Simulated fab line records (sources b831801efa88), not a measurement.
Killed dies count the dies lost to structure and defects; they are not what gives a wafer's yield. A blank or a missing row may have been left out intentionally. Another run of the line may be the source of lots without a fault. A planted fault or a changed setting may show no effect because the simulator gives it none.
fab line records ; flow sky130
record lots=4; wafers=12; last-day=50
route steps=708 shown METAL1@448 VIA1@458 METAL2@483 PAD_OPEN@708
lots that met no fault: taken from a fault-free run of the same line
start-h: hours from the record's first day to the start of the lot's first wafer shown ; wait-h: hours from the lot's prior step to this one ; " same as the row above ; L1.1+2: a row that stands for several wafers ; - no value, or no start was given ; * or withheld: withheld ; < > ~ a bound
route shown NAME@n: names a module that has steps shown in the file, with the first one's number in the route ; usual: mean/standard deviation of fault-free wafers ; same: alike in all rows ; chamber/n: place in a boat ; sites: each site's reading ; _std_site: the values' standard deviation ; _edge_site: the outer-site mean with the inner-site mean subtracted ; radius-mm: how far each site lies from the wafer's centre ; mask NAME#n: copy n ; behind: the most recent tool/chamber to have shaped the wafer ; hold: why the lot went on hold/how many hours it stayed there/how the hold came to an end ; device: the transistor (n, p or np) that didn't switch ; end of line: tests of these same wafers at the route's end ; a step given without rows: its recipe and nothing more ; killed: the dies lost at the first sort to structure and to defects; this is not the yield of the wafer ; map: shows each die of a wafer: x if killed, . if not, _ if none is there
set.NAME: the setting the step ran with; set.NAME@STEP: the setting that earlier step ran with ; model.NAME: the simulator's own value behind a step, which no gauge read
certain route steps with their lots: each step a table, each wafer a row
services: a tool's chamber out of use, with start hour (start-h, from the record's first day; less than 0 if before it), hours out, and reason
## steps
# step SKY_METAL1_DEVELOP_14
# recipe develop-time-s=60; resist=KrF-thick; dev-temp-c=21
# step SKY_METAL1_DESCUM_17
# recipe chemistry=O2; source-power-w=150; bias-power-w=0; pressure-mtorr=10; temp-c=40; time-s=8
# step SKY_METAL1_ETCH_18
# recipe chemistry=N2/H2; target=BARC; ion-energy-ev=200; bias-w=100; pressure-mtorr=30; n2-flow-sccm=100; h2-flow-sccm=200; icp-w=500; stop-on=SiO2; time-s=45.9; target-depth-a=600
# step SKY_METAL1_METAL_ETCH_19
# recipe target-depth-a=3600; stop-on=SiO2; over-etch-frac=0.3; time-s=78; chemistry=Cl2/BCl3; resist-sidewall-deg=88; pressure-mtorr=10; icp-w=900; bias-w=48.5; Cl2_flow_sccm=60; bcl3-flow-sccm=30
# step SKY_METAL1_STRIP_20
# recipe chemistry=O2/N2; power-w=1400; pressure-mtorr=1500; platen-temp-c=withheld; o2-flow-sccm=3000; n2-flow-sccm=300; overash-fraction=0.5
# step SKY_METAL1_STRIP_21
# recipe chemistry=post-etch-residue-remover; time-s=1200; temp-c=72.5
# step SKY_METAL1_CLEAN_22
# recipe chemistry=IPA; time-s=180; temp-c=25
# step SKY_METAL1_CLEAN_23
# recipe chemistry=O3/DIW; dry=n2-spin
# step SKY_VIA1_HDPCVD_00
# recipe material=SiO2; target-thk-nm=1030; sigma-open-frac=0.3; time-s=171.7; temp-c=400; sih4-flow-sccm=60; pressure-mtorr=6
# step SKY_VIA1_CMP_02
# recipe material=SiO2; down-force-psi=4; platen-rpm=60; pad-velocity-m-s=0.94248
# usual motor-current-A=12.0/1; slurry-filter-dp-kPa=13.48/0.13
lot.wafer;tool;chamber;start-h;wait-h;motor-current-A;slurry-filter-dp-kPa
L519.2;cmp-01;1;779.33;0.1;12.1;13.46
L519.3;cmp-01;2;779.33;0.1;12.6;13.55
L519.6;cmp-01;0;779.33;0.1;10.4;13.44
L531.1;cmp-01;1;869.05;0.1;12.1;13.65
L531.3;cmp-01;3;869.05;0.1;10.7;13.47
L531.6;cmp-01;2;869.05;0.1;12.8;13.18
L533.3;cmp-01;3;887.08;0.1;11.1;13.31
L533.6;cmp-01;2;887.08;0.1;12.9;13.39
L533.5;cmp-01;3;887.08;0.1;11.0;13.43
L537.4;cmp-02;1;928.46;0.0;11.7;13.63
L537.6;cmp-02;1;928.46;0.0;11.4;13.48
L537.5;cmp-02;2;928.46;0.0;11.3;13.23
# step SKY_VIA1_DEHYDRATE_04
# recipe temp-c=200; time-s=60
# step SKY_VIA1_HMDS_05
# recipe prime-time-s=60; prime-temp-c=120
# step SKY_VIA1_COAT_06
# recipe resist=BARC; temp-c=withheld; time-s=withheld; spin-rpm=3000; resist-thk-nm=60
# step SKY_VIA1_COAT_07
# recipe resist=KrF-thick; spin-rpm=3000; resist-thk-nm=450
# step SKY_VIA1_SOFTBAKE_08
# recipe temp-c=100; time-s=90; resist=KrF-thick
# step SKY_VIA1_EXPOSE_09
# recipe mask-id=VIM; na=0.8; source-shape=annular; sigma-inner=0.55; sigma-outer=0.85; target-cd-nm=150; dose-mj=38
# step SKY_VIA1_PEB_10
# recipe peb-temp-c=withheld; peb-time-s=withheld; resist=KrF-thick
# step SKY_VIA1_DEVELOP_11
# recipe develop-time-s=60; resist=KrF-thick; dev-temp-c=21
# step SKY_VIA1_ETCH_14
# recipe chemistry=N2/H2; target=BARC; ion-energy-ev=200; source-w=500; bias-w=100; pressure-mtorr=30; n2-flow-sccm=100; h2-flow-sccm=200; stop-on=SiO2; time-s=45.9; target-depth-a=600
# step SKY_VIA1_ETCH_15
# recipe target=SiO2; chemistry=C4F8/O2/Ar; target-depth-nm=351; stop-on=TiN; mask-material=KrF-thick; source-w=1500; bias-w=1200; pressure-mtorr=40; c4f8-flow-sccm=withheld; O2_flow_sccm=6; Ar_flow_sccm=300; time-s=54
# step SKY_VIA1_STRIP_16
# recipe chemistry=O2/N2; power-w=1400; pressure-mtorr=1500; platen-temp-c=withheld; o2-flow-sccm=3000; n2-flow-sccm=300; overash-fraction=0.5
# step SKY_VIA1_STRIP_17
# recipe chemistry=post-etch-residue-remover; time-s=1200; temp-c=72.5
# step SKY_VIA1_CLEAN_18
# recipe chemistry=IPA; time-s=180; temp-c=25
# step SKY_VIA1_CLEAN_19
# recipe chemistry=O3/DIW; dry=n2-spin
# step SKY_VIA1_SPUTTER_20
# recipe material=TiN; target-thk-nm=20; chamber-pressure-pa=5; power-w=4000; time-s=80
# step SKY_VIA1_CVD_21
# recipe material=W; target-thk-nm=270; time-s=80.902; temp-c=400; pressure-torr=40
# step SKY_VIA1_CMP_24
# recipe stop-on=SiO2; t-overpolish-s=15; down-force-psi=3.5; platen-rpm=60; target-thk-nm=0; pad-velocity-m-s=0.94248
# step SKY_METAL2_SPUTTER_00
# recipe material=Ti; target-thk-nm=15; power-w=3000; time-s=10; chamber-pressure-pa=0.4
# step SKY_METAL2_SPUTTER_01
# recipe material=TiN; target-thk-nm=20; power-w=6500; time-s=16.7; chamber-pressure-pa=0.4
# step SKY_METAL2_SPUTTER_02
# recipe material=AlCu; target-thk-nm=250; power-w=10600; time-s=13.3; chamber-pressure-pa=0.4
# step SKY_METAL2_SPUTTER_03
# recipe material=Ti; target-thk-nm=5; power-w=3000; time-s=3.3; chamber-pressure-pa=0.4
# step SKY_METAL2_SPUTTER_04
# recipe material=TiN; target-thk-nm=70; power-w=6500; time-s=58.3; chamber-pressure-pa=0.4
# step SKY_PAD_OPEN_PROBE_99
# usual defect-limited-yield=82.5/2.1; killed_at_M0_to_M3=43/7.7; killed_at_M4_up=2.9/1.9; killed-at-contacts=24/5.9; killed-at-front-end=16/5.1; killed-at-other=0.3/0.63; killed-dies=86/10; killed-on-rim=16/3.6; killed-open=47/7.6; killed-short=39/6.8; sort_bin_3_pad_short=0.8/0.44; sort_bin_5_function=10.4/1.6; sort_bin_6_memory=6.3/1.1; sort-n-pass=406/10; sort-yield-pct=82.5/2.1
# same gross-dies=492; killed-at-back-side=0; sort_bin_4_leakage[%]=0; sort_bin_8_speed[%]=0
lot.wafer;tool;chamber;start-h;wait-h;hold;defect-limited-yield[%];killed_at_M0_to_M3;killed_at_M4_up;killed-at-contacts;killed-at-front-end;killed-at-other;killed-dies;killed-on-rim;killed-open;killed-short;sort_bin_3_pad_short[%];sort_bin_5_function[%];sort_bin_6_memory[%];sort-n-pass;sort-yield-pct[%];model.etest.tester.sort-n-pass;model.etest.tester.sort-yield-pct;model.etest.tester.sort_bin_5_pct;model.etest.tester.sort_bin_6_pct;model.etest.tester.sort_bin_3_pct
L519.2;prober-02;-;1085.17;0.1;-;82.1;45;1;29;13;0;88;18;34;54;1.0;11.0;5.9;404;82.1;404;82.11;10.98;5.894;1.016
L519.3;prober-02;-;1085.22;0.2;-;85.6;36;4;12;19;0;71;20;29;42;0.2;8.5;5.7;421;85.6;421;85.57;8.537;5.691;0.2033
L519.6;prober-02;-;1085.37;0.2;-;86.4;30;1;25;11;0;67;12;45;22;0.4;6.7;6.5;425;86.4;425;86.38;6.707;6.504;0.4065
L531.1;prober-02;-;1155.33;0.1;await-dispo/2.1h/release;51.4;209;2;20;7;1;239;48;32;38;5.1;28.0;15.4;253;51.4;253;51.42;28.05;15.45;5.081
L531.3;prober-02;-;1155.43;0.2;await-dispo/2.1h/release;49.8;202;6;26;13;0;247;48;47;41;5.1;31.9;13.2;245;49.8;245;49.8;31.91;13.21;5.081
L531.6;prober-02;-;1155.58;0.2;await-dispo/2.1h/release;55.7;183;3;22;10;0;218;44;38;31;1.6;29.3;13.4;274;55.7;274;55.69;29.27;13.41;1.626
L533.3;prober-02;-;1164.77;0.2;await-dispo/1.8h/release;49.8;211;0;20;16;0;247;52;38;39;2.0;33.1;15.0;245;49.8;245;49.8;33.13;15.04;2.033
L533.5;prober-02;-;1164.87;0.2;await-dispo/1.8h/release;49.8;217;4;20;6;0;247;46;31;25;2.6;31.7;15.9;245;49.8;245;49.8;31.71;15.85;2.642
L533.6;prober-02;-;1164.92;0.2;await-dispo/1.8h/release;50.6;198;4;24;17;0;243;44;41;35;2.8;28.7;17.9;249;50.6;249;50.61;28.66;17.89;2.846
L537.4;prober-02;-;1194.45;0.2;-;83.3;39;6;19;18;0;82;16;38;44;1.2;9.6;5.9;410;83.3;410;83.33;9.553;5.894;1.22
L537.5;prober-02;-;1194.50;0.2;-;83.3;34;3;24;21;0;82;15;45;37;0.4;10.6;5.7;410;83.3;410;83.33;10.57;5.691;0.4065
L537.6;prober-02;-;1194.55;0.2;-;86.0;37;1;19;12;0;69;11;41;28;0.6;8.3;5.1;423;86.0;423;85.98;8.333;5.081;0.6098
# killed by level:class
L519.2 METAL1:geometric-particle:short=11 CONTACT:geometric-particle:open=10 LOCAL_INTERCONNECT:geometric-particle:short=7 VIA1:geometric-particle:short=7 VIA3:geometric-particle:short=7 LI_CONTACT:geometric-particle:open=5 VIA1:geometric-particle:open=4 VIA2:geometric-particle:open=4
L519.3 VIA1:geometric-particle:open=6 METAL2:geometric-particle:short=6 VIA3:geometric-particle:open=6 CONTACT:geometric-particle:short=5 METAL3:geometric-particle:short=5 FIELD_ISO:geometric-particle:short=4 POLY_GATE:geometric-particle:short=4 POLY_GATE:geometric-particle:open=4
L519.6 VIA1:geometric-particle:open=12 CONTACT:geometric-particle:open=10 LI_CONTACT:geometric-particle:open=7 VIA2:geometric-particle:open=5 LI_CONTACT:geometric-particle:short=4 VIA1:geometric-particle:short=4 POLY_GATE:geometric-particle:open=3 POLY_GATE:geometric-particle:short=3
L531.1 VIA1:unspecified=169 VIA1:geometric-particle:open=6 VIA2:geometric-particle:open=6 CONTACT:geometric-particle:open=5 METAL2:geometric-particle:short=5 VIA2:geometric-particle:short=5 LI_CONTACT:geometric-particle:short=4 LI_CONTACT:geometric-particle:open=4
L531.3 VIA1:unspecified=159 CONTACT:geometric-particle:open=11 VIA1:geometric-particle:open=10 VIA3:geometric-particle:open=7 CONTACT:geometric-particle:short=6 FIELD_ISO:geometric-particle:open=5 VIA2:geometric-particle:open=5 METAL4:geometric-particle:short=5
L531.6 VIA1:unspecified=149 VIA1:geometric-particle:open=10 CONTACT:geometric-particle:open=8 LI_CONTACT:geometric-particle:open=6 CONTACT:geometric-particle:short=5 VIA3:geometric-particle:short=4 FIELD_ISO:geometric-particle:short=3 METAL2:geometric-particle:short=3
L533.3 VIA1:unspecified=170 VIA1:geometric-particle:open=9 LI_CONTACT:geometric-particle:open=6 CONTACT:geometric-particle:open=6 FIELD_ISO:geometric-particle:open=5 METAL2:geometric-particle:short=5 VIA2:geometric-particle:open=5 VIA2:geometric-particle:short=5
L533.5 VIA1:unspecified=191 VIA1:geometric-particle:open=9 CONTACT:geometric-particle:open=6 LI_CONTACT:geometric-particle:short=4 LI_CONTACT:geometric-particle:open=4 CONTACT:geometric-particle:short=4 METAL2:geometric-particle:short=4 VIA2:geometric-particle:open=4
L533.6 VIA1:unspecified=166 VIA1:geometric-particle:open=10 CONTACT:geometric-particle:open=8 VIA3:geometric-particle:open=7 FIELD_ISO:geometric-particle:short=6 CONTACT:geometric-particle:short=5 VIA2:geometric-particle:open=5 POLY_GATE:geometric-particle:open=4
L537.4 VIA1:geometric-particle:open=10 METAL2:geometric-particle:short=7 FIELD_ISO:geometric-particle:short=6 VIA3:geometric-particle:open=5 CONTACT:geometric-particle:open=5 METAL4:geometric-particle:short=5 FIELD_ISO:geometric-particle:open=4 POLY_GATE:geometric-particle:short=4
L537.5 CONTACT:geometric-particle:open=6 LOCAL_INTERCONNECT:geometric-particle:short=6 METAL2:geometric-particle:short=6 VIA2:geometric-particle:open=6 FIELD_ISO:geometric-particle:open=5 VIA1:geometric-particle:open=5 FIELD_ISO:geometric-particle:short=4 LI_CONTACT:geometric-particle:open=4
L537.6 CONTACT:geometric-particle:open=8 VIA2:geometric-particle:open=8 VIA1:geometric-particle:open=6 LI_CONTACT:geometric-particle:open=4 METAL2:geometric-particle:short=4 VIA3:geometric-particle:open=4 SPACER:geometric-particle:short=3 LOCAL_INTERCONNECT:geometric-particle:short=3
# map L531.3 (x killed, . not)
__________xx..x..xxx_________
________x.xx.xxxxx...x_______
______x.x......x...xx.x._____
_____x.xx..x...x.xxxx.xxx____
____x....xx.xx...x..xxxxx.___
___x...x.x.x.x...x.x..xxxx.__
__....x...x.xx.......xxx...._
_.xx.x..x..x.xx.....xxx.xxx.x
_..xxxxxxxx..x.x.x...x..xxx.x
_..x.x..x.x.xxxx..xxxx.xx.xxx
_xx.xx.....x...xx.....x..xxx.
_...x.xxxx......xx.x.x..x.x.x
_xxxxxx....x.x.x.xx...x.....x
_..xxx..x.x.x.x..x..xx..xx..x
_xx...xx.xxxx.xxx..xxx.......
__xx..x..xxxx..x.xx.x...x..._
___x.xxxxxx.x..xxxxx.xx.xx.__
____x..xxx.x.xxxxxx.x.xxxx___
_____.x.xx..xxxx.xx.x..x.____
______....xx..x...xxx..._____
________xx..xxx..x.xxx_______
__________xx...x...x_________
# map L533.3 (x killed, . not)
__________x..x..xxx._________
________..x..xx..x.x.x_______
______xxx..xx.x.....x..._____
_____x.x.xx.x.xx.xx.....x____
____x.xxxx..x..xxxx..xxx.x___
___x...x....x...x..xx.....x__
__....x...xx..x.xx.x.x...x.x_
_xx..x...x.x..x....x.xx....xx
_...xx..x...x.x...xx.xxxx.xxx
_..xxxxxxx.x.x.x.....x.xxxx.x
_x.xxxx....x....x....xxxx..x.
_xxx.x..x.xxx...x.x.xx....xxx
_x.xxx.....xx.xx.x...xx.x..xx
_.xx.xxx..xxxxxx.xxxx..xxx..x
_xx.xx.xxx.xx...xx.xx....xx.x
__x.xxx.xxx...x.x..xxxx..xx._
___.xxxxx.x......xx.xx...xx__
____xxx...x..xxxxx.xx.x.x.___
_____....xxx.xxxx.xxxx.x.____
______.x.x..x.x.x.x.x..x_____
________.xxx..x.x..xxx_______
__________x.....xx.._________
## services
tool;chamber;start-h;hours;kind
cmp-02;-;844.24;2.1;repair
cmp-02;-;847.73;1.6;repair
cmp-01;-;858.16;1.7;repair
cmp-01;-;865.34;2.3;pm
cmp-02;-;893.34;0.5;repair
cmp-02;-;900.93;1.7;repair
cmp-02;-;912.00;4.0;pm
cmp-02;-;916.00;-;consumable-replace:conditioner
cmp-02;-;916.00;-;consumable-replace:pad
cmp-02;-;916.00;7.4;pm
cmp-01;-;927.79;3.9;repair
## key
first-sign step=SKY_PAD_OPEN_PROBE_99; reading=killed_at_M0_to_M3; direction=up; sigmas=21; usual=43; struck=203
effect step=SKY_PAD_OPEN_PROBE_99; reading=defect-limited-yield; direction=down; sigmas=15; usual=82.5; struck=51.2
model-effect step=SKY_PAD_OPEN_PROBE_99; value=etest.tester.sort-n-pass; without=400.7; struck=251.8
met-at SKY_VIA1_CMP_02
struck-wafers L531.1,L531.3,L531.6,L533.3,L533.5,L533.6
onset-between 779.33 869.05
fault kind=chamber-particle-source; tool=cmp-01; chamber=-; onset-h=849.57; steps=SKY_VIA1_CMP_02; rate-per-visit-cm2=0.92445; end-h=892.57
